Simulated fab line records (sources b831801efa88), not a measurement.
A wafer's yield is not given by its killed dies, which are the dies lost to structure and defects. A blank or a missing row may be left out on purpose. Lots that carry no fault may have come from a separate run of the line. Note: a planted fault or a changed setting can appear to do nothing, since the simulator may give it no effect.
Which of the tools did it? / flow gf180mcu / Sampling: 13 lots, 39 wafers, 5 of 602 route steps

== WHAT THE GAUGES SHOWED, per wafer ==
GF_PSD_RS_MEAS_15: measures by four-point-probe. Usual: PSD_RS 108.37 ohm/sq, standard deviation 0.29.
lot=L788; measured=day 14 18:05; on=filmMetro-02; PSD_RS (ohm/sq)=108.00 108.29 108.36; flag=
lot=L791; measured=day 15 11:46; on=filmMetro-02; PSD_RS (ohm/sq)=108.33 108.25 108.20; flag=
lot=L792; measured=day 15 19:59; on=filmMetro-03; PSD_RS (ohm/sq)=108.35 108.90 108.46; flag=
lot=L793; measured=day 16 04:13; on=filmMetro-04; PSD_RS (ohm/sq)=108.17 107.89 108.29; flag=
lot=L794; measured=day 16 15:40; on=filmMetro-04; PSD_RS (ohm/sq)=107.98 108.58 108.39; flag=
lot=L795; measured=day 17 03:07; on=filmMetro-04; PSD_RS (ohm/sq)=108.96 108.75 108.96; flag=
lot=L801; measured=day 19 01:48; on=filmMetro-02; PSD_RS (ohm/sq)=108.07 108.02 108.04; flag=
lot=L803; measured=day 19 21:42; on=filmMetro-02; PSD_RS (ohm/sq)=108.67 107.96 108.34; flag=
lot=L804; measured=day 20 04:10; on=filmMetro-02; PSD_RS (ohm/sq)=108.25 108.34 108.59; flag=
lot=L805; measured=day 20 09:08; on=filmMetro-02; PSD_RS (ohm/sq)=108.59 108.36 108.58; flag=
lot=L807; measured=day 21 04:19; on=filmMetro-03; PSD_RS (ohm/sq)=107.75 107.74 108.07; flag=
lot=L808; measured=day 21 15:05; on=filmMetro-02; PSD_RS (ohm/sq)=108.58 108.86 108.41; flag=
lot=L810; measured=day 22 03:52; on=filmMetro-03; PSD_RS (ohm/sq)=108.59 108.42 108.39; flag=

GF_CONTACT_THK_MEAS_01. Usual: CONTACT_CVD_00_THK 299.7 nm, standard deviation 2.9.
lot=L788; measured=day 15 16:11; on=filmMetro-01; CONTACT_CVD_00_THK (nm)=298.5 297.5 296.3; flag=
lot=L791; measured=day 16 10:50; on=filmMetro-02; CONTACT_CVD_00_THK (nm)=297.1 297.7 296.1; flag=
lot=L792; measured=day 16 19:34; on=filmMetro-01; CONTACT_CVD_00_THK (nm)=294.7 297.9 297.7; flag=
lot=L793; measured=day 17 04:37; on=filmMetro-03; CONTACT_CVD_00_THK (nm)=301.8 297.8 303.0; flag=
lot=L794; measured=day 17 16:27; on=filmMetro-03; CONTACT_CVD_00_THK (nm)=301.2 300.7 146.5; flag=OFF
lot=L795; measured=day 18 03:37; on=filmMetro-03; CONTACT_CVD_00_THK (nm)=302.3 149.5 300.1; flag=OFF
lot=L801; measured=day 20 03:10; on=filmMetro-03; CONTACT_CVD_00_THK (nm)=300.1 294.7 293.8; flag=
lot=L803; measured=day 20 23:07; on=filmMetro-01; CONTACT_CVD_00_THK (nm)=294.0 295.4 292.5; flag=
lot=L804; measured=day 21 05:24; on=filmMetro-01; CONTACT_CVD_00_THK (nm)=296.6 298.0 299.5; flag=
lot=L805; measured=day 21 09:40; on=filmMetro-01; CONTACT_CVD_00_THK (nm)=298.8 300.0 299.9; flag=
lot=L807; measured=day 22 04:38; on=filmMetro-01; CONTACT_CVD_00_THK (nm)=305.4 306.3 302.9; flag=
lot=L808; measured=day 22 15:02; on=filmMetro-01; CONTACT_CVD_00_THK (nm)=298.2 296.8 303.9; flag=
lot=L810; measured=day 23 03:53; on=filmMetro-03; CONTACT_CVD_00_THK (nm)=297.0 299.6 297.0; flag=

GF_CONTACT_BOW_MEAS_05. Usual: CONTACT_BOW 65 um, standard deviation 7.4.
lot=L788; measured=day 15 16:41; on=filmMetro-01; CONTACT_BOW (um)=44 66 58; flag=
lot=L791; measured=day 16 11:23; on=filmMetro-01; CONTACT_BOW (um)=51 62 57; flag=
lot=L792; measured=day 16 20:04; on=filmMetro-02; CONTACT_BOW (um)=61 70 71; flag=
lot=L793; measured=day 17 05:06; on=filmMetro-03; CONTACT_BOW (um)=60 67 64; flag=
lot=L794; measured=day 17 16:56; on=filmMetro-01; CONTACT_BOW (um)=68 58 71; flag=
lot=L795; measured=day 18 04:19; on=filmMetro-03; CONTACT_BOW (um)=73 72 71; flag=
lot=L801; measured=day 20 03:39; on=filmMetro-03; CONTACT_BOW (um)=72 58 71; flag=
lot=L803; measured=day 20 23:36; on=filmMetro-02; CONTACT_BOW (um)=70 62 65; flag=
lot=L804; measured=day 21 05:53; on=filmMetro-02; CONTACT_BOW (um)=65 73 65; flag=
lot=L805; measured=day 21 10:10; on=filmMetro-02; CONTACT_BOW (um)=63 64 45; flag=
lot=L807; measured=day 22 05:09; on=filmMetro-03; CONTACT_BOW (um)=75 70 80; flag=
lot=L808; measured=day 22 15:45; on=filmMetro-03; CONTACT_BOW (um)=67 63 73; flag=
lot=L810; measured=day 23 04:22; on=filmMetro-02; CONTACT_BOW (um)=76 57 64; flag=

== EACH LOT AND THE TOOL THAT RAN IT (in order: tool; ch and the chambers of the sampled wafers; start) ==
lot=L788; GF_CONTACT_CVD_00=hdpcvd-01 ch 0,2, day 15 16:08; GF_CONTACT_CMP_04=cmp-02 ch 0,2,3, day 15 16:22
lot=L791; GF_CONTACT_CVD_00=hdpcvd-01 ch 0,1,2, day 16 10:47; GF_CONTACT_CMP_04=cmp-02 ch 0,3, day 16 11:02
lot=L792; GF_CONTACT_CVD_00=hdpcvd-02 ch 0,1,2, day 16 19:30; GF_CONTACT_CMP_04=cmp-01 ch 1,2,3, day 16 19:44
lot=L793; GF_CONTACT_CVD_00=hdpcvd-02 ch 0,1, day 17 04:34; GF_CONTACT_CMP_04=cmp-02 ch 1,2,3, day 17 04:51
lot=L794; GF_CONTACT_CVD_00=hdpcvd-02 ch 0,2, day 17 16:25; GF_CONTACT_CMP_04=cmp-02 ch 0,2,3, day 17 16:38
lot=L795; GF_CONTACT_CVD_00=hdpcvd-02 ch 0,1,2, day 18 03:34; GF_CONTACT_CMP_04=cmp-01 ch 1,2, day 18 03:57
lot=L801; GF_CONTACT_CVD_00=hdpcvd-01 ch 1,2, day 20 03:07; GF_CONTACT_CMP_04=cmp-02 ch 1,3, day 20 03:24
lot=L803; GF_CONTACT_CVD_00=hdpcvd-02 ch 1,2, day 20 23:04; GF_CONTACT_CMP_04=cmp-01 ch 0,1,3, day 20 23:18
lot=L804; GF_CONTACT_CVD_00=hdpcvd-02 ch 0,1, day 21 05:22; GF_CONTACT_CMP_04=cmp-01 ch 0,1,2, day 21 05:35
lot=L805; GF_CONTACT_CVD_00=hdpcvd-02 ch 0,1, day 21 09:36; GF_CONTACT_CMP_04=cmp-02 ch 0,3, day 21 09:50
lot=L807; GF_CONTACT_CVD_00=hdpcvd-01 ch 0,1,2, day 22 04:35; GF_CONTACT_CMP_04=cmp-01 ch 0,3, day 22 04:54
lot=L808; GF_CONTACT_CVD_00=hdpcvd-02 ch 0,1,2, day 22 14:59; GF_CONTACT_CMP_04=cmp-01 ch 0,2, day 22 15:26
lot=L810; GF_CONTACT_CVD_00=hdpcvd-02 ch 0,2, day 23 03:50; GF_CONTACT_CMP_04=cmp-02 ch 2,3, day 23 04:04
- GF_CONTACT_CVD_00: deposits SiO2, target thk 300 nm, time 50 s.
- GF_CONTACT_CMP_04: polishes SiO2.

== WHAT THE TOOLS THEMSELVES READ (means of the sampled wafers that have a number; where no wafer has one, the mark that the record gives instead) ==
GF_CONTACT_CVD_00. Usual: sih4FlowSccm 59.99 sccm, standard deviation 0.2.
lot=L788; tool=hdpcvd-01; sih4FlowSccm (sccm)=59.74; flag=
lot=L791; tool=hdpcvd-01; sih4FlowSccm (sccm)=60.01; flag=
lot=L792; tool=hdpcvd-02; sih4FlowSccm (sccm)=60.05; flag=
lot=L793; tool=hdpcvd-02; sih4FlowSccm (sccm)=59.82; flag=
lot=L794; tool=hdpcvd-02; sih4FlowSccm (sccm)=49.96; flag=OFF
lot=L795; tool=hdpcvd-02; sih4FlowSccm (sccm)=49.94; flag=OFF
lot=L801; tool=hdpcvd-01; sih4FlowSccm (sccm)=60.07; flag=
lot=L803; tool=hdpcvd-02; sih4FlowSccm (sccm)=60.18; flag=
lot=L804; tool=hdpcvd-02; sih4FlowSccm (sccm)=60.11; flag=
lot=L805; tool=hdpcvd-02; sih4FlowSccm (sccm)=60.02; flag=
lot=L807; tool=hdpcvd-01; sih4FlowSccm (sccm)=59.98; flag=
lot=L808; tool=hdpcvd-02; sih4FlowSccm (sccm)=59.79; flag=
lot=L810; tool=hdpcvd-02; sih4FlowSccm (sccm)=60.19; flag=

GF_CONTACT_CMP_04. Usual: headPressurePsi 3.999 psi, standard deviation 0.0087; motorCurrentA 11.7 A, standard deviation 0.97.
lot=L788; tool=cmp-02; headPressurePsi (psi)=4.007; motorCurrentA (A)=12.4; flag=
lot=L791; tool=cmp-02; headPressurePsi (psi)=3.996; motorCurrentA (A)=11.5; flag=
lot=L792; tool=cmp-01; headPressurePsi (psi)=3.994; motorCurrentA (A)=11.5; flag=
lot=L793; tool=cmp-02; headPressurePsi (psi)=3.994; motorCurrentA (A)=11.9; flag=
lot=L794; tool=cmp-02; headPressurePsi (psi)=3.990; motorCurrentA (A)=12.1; flag=
lot=L795; tool=cmp-01; headPressurePsi (psi)=3.997; motorCurrentA (A)=12.2; flag=
lot=L801; tool=cmp-02; headPressurePsi (psi)=4.007; motorCurrentA (A)=11.8; flag=
lot=L803; tool=cmp-01; headPressurePsi (psi)=3.993; motorCurrentA (A)=11.2; flag=
lot=L804; tool=cmp-01; headPressurePsi (psi)=3.996; motorCurrentA (A)=11.6; flag=
lot=L805; tool=cmp-02; headPressurePsi (psi)=4.004; motorCurrentA (A)=11.5; flag=
lot=L807; tool=cmp-01; headPressurePsi (psi)=4.008; motorCurrentA (A)=10.7; flag=
lot=L808; tool=cmp-01; headPressurePsi (psi)=3.997; motorCurrentA (A)=11.9; flag=
lot=L810; tool=cmp-02; headPressurePsi (psi)=4.001; motorCurrentA (A)=12.1; flag=

== THE ANSWER, worked out from the rows above alone ==
Rule: a lot is off if the mean of its wafers that have a number lies more than 3 standard deviations from the usual mean. Also off: a lot with no number at a reading for which 4 or more lots have one. All remaining lots with rows at the step are treated as sound. The gauges are gone through in route order, then the tools' own readings, and for those a lot's mean is taken as printed above. The first step at which some lot is off is used, and at that step the reading that is off furthest; a lot without a number counts as furthest.
Off: L794, L795, seen at GF_CONTACT_THK_MEAS_01 (CONTACT_CVD_00_THK).
A tool fits if, at a process step before that reading, it ran every lot that is off, and no sound lot after the first of them. The gauges at GF_CONTACT_THK_MEAS_01 aren't tried: what is off there is off at GF_CONTACT_CVD_00 too, on other tools, and a gauge's error can't cause that. No candidate that was tried fits.

== WHAT HAD BEEN PUT IN BY THE SIMULATOR ==
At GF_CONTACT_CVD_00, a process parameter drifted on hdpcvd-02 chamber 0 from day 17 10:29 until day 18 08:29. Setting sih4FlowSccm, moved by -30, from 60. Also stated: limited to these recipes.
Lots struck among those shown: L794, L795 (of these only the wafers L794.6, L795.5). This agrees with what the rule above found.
